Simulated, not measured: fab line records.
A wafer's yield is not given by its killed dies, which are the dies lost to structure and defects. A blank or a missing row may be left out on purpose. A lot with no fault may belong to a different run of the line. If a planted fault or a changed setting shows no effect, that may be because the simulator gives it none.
A sampling plan put to the test | flow gf180mcu | 49 faults told of in these records, all on one fab line, each judged by the records of the lots it struck
The plan is the line's own looks: the steps of the route at which a gauge or an inspection reads the wafer and doesn't change it. Where struck wafers have a number at a look and the file lists that look's usual mean and standard deviation on fault-free wafers, the look can be judged. Caught: at a look after the fault's first step, the mean of the struck wafers lies 4 or more of those standard deviations (sigma) from the usual mean. On the tool: the same test on the tool's own readings at the fault's steps. If the struck wafers alone have a blank record, or they carry another recipe, that too counts as caught.

## THE FAULTS, as the simulator had put them in
1. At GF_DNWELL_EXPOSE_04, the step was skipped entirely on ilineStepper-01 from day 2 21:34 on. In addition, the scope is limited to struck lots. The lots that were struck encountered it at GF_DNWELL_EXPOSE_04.
2. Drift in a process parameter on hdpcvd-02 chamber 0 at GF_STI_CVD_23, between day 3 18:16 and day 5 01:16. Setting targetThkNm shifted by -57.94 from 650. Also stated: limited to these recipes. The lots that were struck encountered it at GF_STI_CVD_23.
3. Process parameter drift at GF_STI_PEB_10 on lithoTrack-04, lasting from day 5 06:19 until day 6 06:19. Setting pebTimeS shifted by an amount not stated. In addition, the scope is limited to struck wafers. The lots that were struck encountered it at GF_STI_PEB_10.
4. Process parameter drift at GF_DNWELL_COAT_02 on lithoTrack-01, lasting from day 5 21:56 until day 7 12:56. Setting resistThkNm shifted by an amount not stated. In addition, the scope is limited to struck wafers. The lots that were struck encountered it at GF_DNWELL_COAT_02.
5. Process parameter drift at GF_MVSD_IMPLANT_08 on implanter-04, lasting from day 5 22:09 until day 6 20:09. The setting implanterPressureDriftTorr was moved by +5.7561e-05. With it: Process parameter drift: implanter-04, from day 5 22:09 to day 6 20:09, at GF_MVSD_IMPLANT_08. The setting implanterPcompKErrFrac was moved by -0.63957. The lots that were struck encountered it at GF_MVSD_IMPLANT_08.
6. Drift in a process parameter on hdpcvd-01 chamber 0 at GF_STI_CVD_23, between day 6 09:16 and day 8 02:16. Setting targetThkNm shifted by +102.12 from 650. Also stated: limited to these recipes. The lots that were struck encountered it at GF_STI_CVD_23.
7. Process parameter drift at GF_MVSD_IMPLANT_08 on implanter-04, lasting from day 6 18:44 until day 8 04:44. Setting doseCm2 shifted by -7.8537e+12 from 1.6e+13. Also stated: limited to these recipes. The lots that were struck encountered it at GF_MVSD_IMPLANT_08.
8. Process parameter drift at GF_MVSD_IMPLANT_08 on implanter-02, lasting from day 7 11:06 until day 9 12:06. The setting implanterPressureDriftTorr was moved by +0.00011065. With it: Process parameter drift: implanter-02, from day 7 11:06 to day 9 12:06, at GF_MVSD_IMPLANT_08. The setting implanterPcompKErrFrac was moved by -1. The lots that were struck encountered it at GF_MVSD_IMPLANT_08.
9. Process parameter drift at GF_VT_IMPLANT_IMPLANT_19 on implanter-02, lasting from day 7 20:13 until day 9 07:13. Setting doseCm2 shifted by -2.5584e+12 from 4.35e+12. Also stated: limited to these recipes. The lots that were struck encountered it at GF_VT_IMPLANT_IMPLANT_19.
10. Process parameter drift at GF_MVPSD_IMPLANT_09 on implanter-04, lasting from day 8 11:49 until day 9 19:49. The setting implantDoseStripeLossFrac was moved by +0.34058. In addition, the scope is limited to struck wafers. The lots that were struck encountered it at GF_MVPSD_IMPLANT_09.
11. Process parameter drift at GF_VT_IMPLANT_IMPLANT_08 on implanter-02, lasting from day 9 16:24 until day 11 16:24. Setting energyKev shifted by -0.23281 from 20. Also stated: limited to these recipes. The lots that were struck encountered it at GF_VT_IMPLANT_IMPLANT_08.
12. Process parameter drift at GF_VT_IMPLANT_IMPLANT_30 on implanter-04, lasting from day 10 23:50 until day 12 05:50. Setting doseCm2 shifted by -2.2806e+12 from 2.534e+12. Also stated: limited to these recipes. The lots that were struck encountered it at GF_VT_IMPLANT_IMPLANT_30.
13. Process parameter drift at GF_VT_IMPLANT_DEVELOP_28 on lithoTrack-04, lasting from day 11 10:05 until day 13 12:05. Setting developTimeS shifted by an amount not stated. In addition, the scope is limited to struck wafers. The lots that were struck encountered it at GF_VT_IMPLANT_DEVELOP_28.
14. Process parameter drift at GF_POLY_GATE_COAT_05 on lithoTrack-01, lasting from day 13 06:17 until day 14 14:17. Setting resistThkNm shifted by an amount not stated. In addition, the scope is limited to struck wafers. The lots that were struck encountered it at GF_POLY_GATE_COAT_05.
15. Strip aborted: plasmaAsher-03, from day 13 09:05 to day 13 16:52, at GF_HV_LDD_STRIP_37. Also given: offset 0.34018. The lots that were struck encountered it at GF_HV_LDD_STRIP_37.
16. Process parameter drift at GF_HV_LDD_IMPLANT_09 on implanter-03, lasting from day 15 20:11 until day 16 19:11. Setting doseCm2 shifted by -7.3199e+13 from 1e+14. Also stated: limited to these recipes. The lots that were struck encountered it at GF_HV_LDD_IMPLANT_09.
17. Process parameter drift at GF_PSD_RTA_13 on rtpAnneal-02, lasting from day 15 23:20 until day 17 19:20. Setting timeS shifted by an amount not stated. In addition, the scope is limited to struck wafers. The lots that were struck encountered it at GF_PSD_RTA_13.
18. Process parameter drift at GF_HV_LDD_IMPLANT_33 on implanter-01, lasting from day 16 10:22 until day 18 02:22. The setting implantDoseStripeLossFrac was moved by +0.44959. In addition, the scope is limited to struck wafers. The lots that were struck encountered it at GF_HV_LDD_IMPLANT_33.
19. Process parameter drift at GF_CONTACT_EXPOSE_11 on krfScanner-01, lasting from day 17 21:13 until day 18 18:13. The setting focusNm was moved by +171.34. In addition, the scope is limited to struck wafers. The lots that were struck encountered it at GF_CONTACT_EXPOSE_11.
20. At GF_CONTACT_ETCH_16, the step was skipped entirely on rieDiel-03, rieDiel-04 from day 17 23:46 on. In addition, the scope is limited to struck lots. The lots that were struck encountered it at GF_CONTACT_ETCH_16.
21. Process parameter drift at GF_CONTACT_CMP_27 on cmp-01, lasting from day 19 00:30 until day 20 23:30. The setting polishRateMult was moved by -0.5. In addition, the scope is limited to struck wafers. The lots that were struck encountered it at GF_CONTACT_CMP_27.
22. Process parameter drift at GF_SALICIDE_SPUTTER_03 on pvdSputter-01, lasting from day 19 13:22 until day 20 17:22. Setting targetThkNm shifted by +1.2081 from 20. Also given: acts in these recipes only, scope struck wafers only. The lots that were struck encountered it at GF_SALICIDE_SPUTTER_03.
23. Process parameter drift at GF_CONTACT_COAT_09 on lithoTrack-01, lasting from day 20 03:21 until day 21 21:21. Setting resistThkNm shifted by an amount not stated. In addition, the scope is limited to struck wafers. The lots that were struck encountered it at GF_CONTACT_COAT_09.
24. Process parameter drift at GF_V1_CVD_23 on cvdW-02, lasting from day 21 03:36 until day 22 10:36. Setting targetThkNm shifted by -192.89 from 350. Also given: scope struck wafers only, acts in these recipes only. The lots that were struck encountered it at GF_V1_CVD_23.
25. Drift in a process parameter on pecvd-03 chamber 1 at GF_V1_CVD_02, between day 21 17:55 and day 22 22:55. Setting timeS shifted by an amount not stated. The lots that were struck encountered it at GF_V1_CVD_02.
26. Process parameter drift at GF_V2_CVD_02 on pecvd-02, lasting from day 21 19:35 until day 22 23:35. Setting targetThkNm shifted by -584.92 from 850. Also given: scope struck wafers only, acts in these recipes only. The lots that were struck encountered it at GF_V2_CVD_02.
27. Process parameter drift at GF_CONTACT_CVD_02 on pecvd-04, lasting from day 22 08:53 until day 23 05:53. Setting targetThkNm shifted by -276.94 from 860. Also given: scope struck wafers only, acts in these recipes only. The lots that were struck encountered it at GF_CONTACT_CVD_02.
28. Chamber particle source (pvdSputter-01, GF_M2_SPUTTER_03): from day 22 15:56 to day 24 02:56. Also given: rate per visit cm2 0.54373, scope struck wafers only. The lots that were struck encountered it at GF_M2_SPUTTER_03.
29. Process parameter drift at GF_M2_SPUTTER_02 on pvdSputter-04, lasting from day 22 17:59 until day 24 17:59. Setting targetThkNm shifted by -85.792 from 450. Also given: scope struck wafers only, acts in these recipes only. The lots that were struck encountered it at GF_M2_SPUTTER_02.
30. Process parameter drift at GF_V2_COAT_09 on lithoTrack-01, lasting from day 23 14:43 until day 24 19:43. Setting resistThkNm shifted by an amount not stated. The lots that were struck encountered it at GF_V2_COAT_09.
31. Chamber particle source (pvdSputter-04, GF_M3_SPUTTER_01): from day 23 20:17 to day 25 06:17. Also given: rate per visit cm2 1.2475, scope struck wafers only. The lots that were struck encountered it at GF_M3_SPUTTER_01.
32. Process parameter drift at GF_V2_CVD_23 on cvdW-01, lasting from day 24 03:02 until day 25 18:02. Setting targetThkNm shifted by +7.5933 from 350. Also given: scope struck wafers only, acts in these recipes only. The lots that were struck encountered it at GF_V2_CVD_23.
33. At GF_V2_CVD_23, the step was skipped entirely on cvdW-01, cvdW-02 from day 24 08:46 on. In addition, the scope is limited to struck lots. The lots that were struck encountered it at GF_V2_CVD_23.
34. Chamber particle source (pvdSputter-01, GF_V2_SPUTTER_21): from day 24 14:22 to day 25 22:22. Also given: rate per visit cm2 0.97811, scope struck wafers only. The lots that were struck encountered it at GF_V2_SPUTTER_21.
35. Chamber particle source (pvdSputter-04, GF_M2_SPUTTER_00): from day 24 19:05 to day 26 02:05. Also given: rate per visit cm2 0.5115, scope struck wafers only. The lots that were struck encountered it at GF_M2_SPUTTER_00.
36. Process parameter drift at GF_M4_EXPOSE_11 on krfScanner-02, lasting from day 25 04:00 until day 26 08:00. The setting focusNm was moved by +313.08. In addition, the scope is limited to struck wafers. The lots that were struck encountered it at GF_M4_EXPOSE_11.
37. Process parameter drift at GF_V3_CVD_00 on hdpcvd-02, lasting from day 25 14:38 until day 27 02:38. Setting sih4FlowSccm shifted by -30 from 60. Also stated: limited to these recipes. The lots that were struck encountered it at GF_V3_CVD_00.
38. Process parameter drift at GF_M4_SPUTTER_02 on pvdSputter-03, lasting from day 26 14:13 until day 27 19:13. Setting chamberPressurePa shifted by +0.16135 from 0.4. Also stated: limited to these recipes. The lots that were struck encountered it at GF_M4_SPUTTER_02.
39. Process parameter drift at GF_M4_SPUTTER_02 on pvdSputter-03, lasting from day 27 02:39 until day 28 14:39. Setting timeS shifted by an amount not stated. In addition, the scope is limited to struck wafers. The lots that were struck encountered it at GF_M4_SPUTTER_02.
40. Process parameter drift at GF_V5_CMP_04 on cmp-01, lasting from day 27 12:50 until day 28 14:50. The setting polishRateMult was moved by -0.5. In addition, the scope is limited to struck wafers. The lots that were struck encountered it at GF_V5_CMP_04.
41. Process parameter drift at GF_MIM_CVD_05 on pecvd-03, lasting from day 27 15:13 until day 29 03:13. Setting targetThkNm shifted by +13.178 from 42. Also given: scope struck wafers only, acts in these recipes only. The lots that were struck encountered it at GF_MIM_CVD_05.
42. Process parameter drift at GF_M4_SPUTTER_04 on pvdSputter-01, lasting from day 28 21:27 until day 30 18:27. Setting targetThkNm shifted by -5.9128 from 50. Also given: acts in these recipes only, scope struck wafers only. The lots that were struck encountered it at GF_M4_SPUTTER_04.
43. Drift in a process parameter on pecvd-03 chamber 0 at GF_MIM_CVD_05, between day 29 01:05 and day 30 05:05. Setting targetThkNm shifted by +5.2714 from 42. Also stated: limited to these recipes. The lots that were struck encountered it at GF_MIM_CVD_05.
44. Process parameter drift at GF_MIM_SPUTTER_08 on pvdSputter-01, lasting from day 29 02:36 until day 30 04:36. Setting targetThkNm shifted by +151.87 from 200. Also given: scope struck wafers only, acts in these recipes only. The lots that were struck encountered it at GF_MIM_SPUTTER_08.
45. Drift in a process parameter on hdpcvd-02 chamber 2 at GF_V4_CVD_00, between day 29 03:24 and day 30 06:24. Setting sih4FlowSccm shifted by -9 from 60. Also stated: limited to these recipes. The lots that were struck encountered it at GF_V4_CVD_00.
46. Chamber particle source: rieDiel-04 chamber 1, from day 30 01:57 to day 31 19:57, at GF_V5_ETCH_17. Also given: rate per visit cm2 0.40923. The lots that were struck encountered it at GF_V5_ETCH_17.
47. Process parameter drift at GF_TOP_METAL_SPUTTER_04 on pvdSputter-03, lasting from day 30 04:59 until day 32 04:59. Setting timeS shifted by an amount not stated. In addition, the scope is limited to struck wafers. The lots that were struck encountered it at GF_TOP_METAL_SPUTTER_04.
48. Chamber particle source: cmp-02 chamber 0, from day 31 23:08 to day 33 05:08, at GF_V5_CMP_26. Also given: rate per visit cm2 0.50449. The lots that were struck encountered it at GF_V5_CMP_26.
49. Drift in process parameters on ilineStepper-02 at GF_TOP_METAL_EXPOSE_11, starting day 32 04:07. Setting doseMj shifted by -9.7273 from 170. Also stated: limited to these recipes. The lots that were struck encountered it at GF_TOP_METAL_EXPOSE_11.

## WHAT THE PLAN SAW
fault | on the tool itself                               | first look that catches it                      | reading, sigma                                               | median hours from its first step to that look | hours from the fault's start to the first struck lot there | judged looks passed uncaught
1     | no reading that can be judged                    | GF_DNWELL_TW_MEAS_09                            | DNWELL_TW -99 or beyond                                      | 6.6                                           | 11                                                         | 0
2     | no reading that can be judged                    | GF_STI_THK_MEAS_24                              | STI_CVD_23_THK -9.7                                          | 0.1                                           | 2                                                          | 0
3     | heaterPowerTotalW +74 sigma                      | none of the 3 looks that can be judged after it | strongest: cdNm at GF_STI_CD_MEAS_12, +3.2                   | -                                             | -                                                          | 3
4     | under 2 sigma                                    | none of the 3 looks that can be judged after it | -                                                            | -                                             | -                                                          | 3
5     | endStationPressureTorr +99 or beyond sigma       | GF_VT_IMPLANT_RS_MEAS_46                        | MVSD_RS -15                                                  | 82.8                                          | 84                                                         | 1
6     | no reading that can be judged                    | GF_STI_THK_MEAS_24                              | STI_CVD_23_THK +18                                           | 0.1                                           | 3                                                          | 0
7     | doseIonsCm2 -99 or beyond sigma                  | GF_MVSD_TW_MEAS_11                              | MVSD_TW -21                                                  | 0.4                                           | 3                                                          | 0
8     | endStationPressureTorr +99 or beyond sigma       | GF_MVSD_TW_MEAS_11                              | MVSD_TW +8.8                                                 | 0.4                                           | 2                                                          | 0
9     | doseIonsCm2 -99 or beyond sigma                  | GF_VT_IMPLANT_TW_MEAS_21                        | VT_IMPLANT_2_TW -46                                          | 0.2                                           | 3                                                          | 0
10    | under 2 sigma                                    | none of the 2 looks that can be judged after it | strongest: MVPSD_RS at GF_VT_IMPLANT_RS_MEAS_49, +3.2        | -                                             | -                                                          | 2
11    | beamEnergyKeV -38 sigma                          | no look after it can be judged                  | -                                                            | -                                             | -                                                          | 0
12    | doseIonsCm2 -99 or beyond sigma                  | GF_VT_IMPLANT_TW_MEAS_32                        | VT_IMPLANT_3_TW -99 or beyond                                | 0.2                                           | 5                                                          | 0
13    | no reading that can be judged                    | no look after it can be judged                  | -                                                            | -                                             | -                                                          | 0
14    | no reading that can be judged                    | not the one look that can be judged after it    | -                                                            | -                                             | -                                                          | 1
15    | oesProductAu +55 sigma                           | not the one look that can be judged after it    | -                                                            | -                                             | -                                                          | 1
16    | doseIonsCm2 -99 or beyond sigma                  | GF_HV_LDD_TW_MEAS_11                            | HV_LDD_TW -30                                                | 0.2                                           | 11                                                         | 0
17    | runLengthS +20 sigma                             | GF_PSD_RS_MEAS_14                               | NSD_RS -28                                                   | 0.1                                           | 5                                                          | 0
18    | under 2 sigma                                    | none of the 7 looks that can be judged after it | -                                                            | -                                             | -                                                          | 7
19    | no reading that can be judged                    | none of the 2 looks that can be judged after it | -                                                            | -                                             | -                                                          | 2
20    | the tool's record is blank for the struck wafers | no look after it can be judged                  | -                                                            | -                                             | -                                                          | 0
21    | overpolishRunS -99 or beyond sigma               | no look after it can be judged                  | -                                                            | -                                             | -                                                          | 0
22    | under 2 sigma                                    | not the one look that can be judged after it    | strongest: SALICIDE_TIN_THK at GF_SALICIDE_THK_MEAS_05, +3.4 | -                                             | -                                                          | 1
23    | no reading that can be judged                    | not the one look that can be judged after it    | -                                                            | -                                             | -                                                          | 1
24    | under 2 sigma                                    | GF_V1_RS_MEAS_24                                | V1_W_RS +99 or beyond                                        | 0.1                                           | 2                                                          | 0
25    | runLengthS -59 sigma                             | GF_V1_THK_MEAS_03                               | V1_CVD_02_THK -26                                            | 0.1                                           | 10                                                         | 0
26    | under 2 sigma                                    | GF_V2_THK_MEAS_03                               | V2_CVD_02_THK -52                                            | 0.1                                           | 8                                                          | 0
27    | under 2 sigma                                    | GF_CONTACT_THK_MEAS_03                          | CONTACT_CVD_02_THK -23                                       | 0.1                                           | 6                                                          | 0
28    | under 2 sigma                                    | none of the 2 looks that can be judged after it | -                                                            | -                                             | -                                                          | 2
29    | under 2 sigma                                    | GF_M2_RS_MEAS_05                                | M2_ALCU_RS +23                                               | 0.1                                           | 20                                                         | 0
30    | under 2 sigma                                    | GF_V2_CD_MEAS_14                                | cdNm +7.2                                                    | 11.8                                          | 16                                                         | 0
31    | under 2 sigma                                    | not the one look that can be judged after it    | strongest: V5_CVD_00_THK at GF_V5_THK_MEAS_01, -2.2          | -                                             | -                                                          | 1
32    | under 2 sigma                                    | not the one look that can be judged after it    | -                                                            | -                                             | -                                                          | 1
33    | the tool's record is blank for the struck wafers | GF_V2_RS_MEAS_24                                | V2_W_RS +99 or beyond                                        | 0.1                                           | 1                                                          | 0
34    | under 2 sigma                                    | not the one look that can be judged after it    | -                                                            | -                                             | -                                                          | 1
35    | under 2 sigma                                    | none of the 2 looks that can be judged after it | -                                                            | -                                             | -                                                          | 2
36    | under 2 sigma                                    | GF_M4_CD_MEAS_14                                | cdNm -19                                                     | 9.9                                           | 21                                                         | 0
37    | sih4FlowSccm -99 or beyond sigma                 | GF_V3_THK_MEAS_01                               | V3_CVD_00_THK -42                                            | 0.1                                           | 6                                                          | 0
38    | chamberPressurePa +99 or beyond sigma            | GF_M4_RS_MEAS_05                                | M4_ALCU_RS +6.6                                              | 0.1                                           | 6                                                          | 0
39    | under 2 sigma                                    | none of the 4 looks that can be judged after it | -                                                            | -                                             | -                                                          | 4
40    | under 2 sigma                                    | no look after it can be judged                  | -                                                            | -                                             | -                                                          | 0
41    | under 2 sigma                                    | GF_MIM_THK_MEAS_06                              | MIM_CVD_05_THK +21                                           | 0.0                                           | 14                                                         | 0
42    | under 2 sigma                                    | none of the 7 looks that can be judged after it | -                                                            | -                                             | -                                                          | 7
43    | under 2 sigma                                    | GF_MIM_THK_MEAS_06                              | MIM_CVD_05_THK +9.2                                          | 0.0                                           | 3                                                          | 0
44    | under 2 sigma                                    | GF_MIM_RS_MEAS_10                               | MIM_ALCU_RS -41                                              | 0.1                                           | 11                                                         | 0
45    | sih4FlowSccm -55 sigma                           | GF_V4_THK_MEAS_01                               | V4_CVD_00_THK -12                                            | 0.1                                           | 12                                                         | 0
46    | under 2 sigma                                    | not the one look that can be judged after it    | -                                                            | -                                             | -                                                          | 1
47    | under 2 sigma                                    | none of the 4 looks that can be judged after it | -                                                            | -                                             | -                                                          | 4
48    | under 2 sigma                                    | no look after it can be judged                  | -                                                            | -                                             | -                                                          | 0
49    | exposureDoseMJCm2 -48 sigma                      | GF_TOP_METAL_CD_MEAS_14                         | cdNm +6.5                                                    | 7.7                                           | 12                                                         | 0
Dash: fault not caught, or number not given in these records.

Caught at a look: 25 of 49. Caught on the tool: 18 of 49. By one or the other: 30 of 49.
Faults 3, 11, 15, 20, 21 were caught on the tool alone.
Caught at a look alone: faults 1, 2, 6, 24, 26, 27, 29, 30, 36, 41, 43, 44.
Caught by neither: faults 4, 10, 13, 14, 18, 19, 22, 23, 28, 31, 32, 34, 35, 39, 40, 42, 46, 47, 48.

## THINNER SAMPLING
In the worst case, this is how late the first struck lot would be measured if the look that catches a fault measured only every second or every third lot, by lot number:
fault | struck lots at that look, in order of time | every lot | every second lot | every third lot
1     | L959, L960, L961                           | 11 h      | 13 h             | 19 h
2     | L430, L431                                 | 2 h       | 8 h              | may miss all 2
5     | L767, L770                                 | 84 h      | 103 h            | may miss all 2
6     | L552, L553, L554                           | 3 h       | 7 h              | 14 h
7     | L574, L578, L579                           | 3 h       | 34 h             | 34 h
8     | L526, L529, L531                           | 2 h       | 20 h             | may miss all 3
9     | L922, L927                                 | 3 h       | 32 h             | may miss all 2
12    | L107, L108                                 | 5 h       | 7 h              | may miss all 2
16    | L915, L916                                 | 11 h      | 14 h             | may miss all 2
17    | L700, L702                                 | 5 h       | may miss all 2   | may miss all 2
24    | L457, L460                                 | 2 h       | 28 h             | may miss all 2
25    | L245                                       | 10 h      | may miss it      | may miss it
26    | L816, L817                                 | 8 h       | 11 h             | may miss all 2
27    | L672, L673                                 | 6 h       | 11 h             | may miss all 2
29    | L153, L154                                 | 20 h      | 29 h             | may miss all 2
30    | L219, L218                                 | 16 h      | 18 h             | may miss all 2
33    | L893, L895, L896                           | 1 h       | 20 h             | may miss all 3
36    | L832                                       | 21 h      | may miss it      | may miss it
37    | L402, L404, L405                           | 6 h       | 30 h             | may miss all 3
38    | L477, L479                                 | 6 h       | may miss all 2   | may miss all 2
41    | L536, L539                                 | 14 h      | 31 h             | may miss all 2
43    | L405, L407, L406                           | 3 h       | 12 h             | 12 h
44    | L441, L443                                 | 11 h      | may miss all 2   | may miss all 2
45    | L589, L590                                 | 12 h      | 22 h             | may miss all 2
49    | L125, L127                                 | 12 h      | may miss all 2   | may miss all 2
The hour figures run from when the fault began to the first measured lot among those it struck. Since the struck wafers were tested as one group against 4 sigma, a single lot by itself may lie under the limit. Other struck lots may not be in these records.

## THE LONGEST TIMED WAY FROM STEP TO LOOK
Fault 5: median gap of 82.8 hours between GF_MVSD_IMPLANT_08 and GF_VT_IMPLANT_RS_MEAS_46. The look between them that can be judged stayed within 4 sigma: GF_MVSD_TW_MEAS_11.
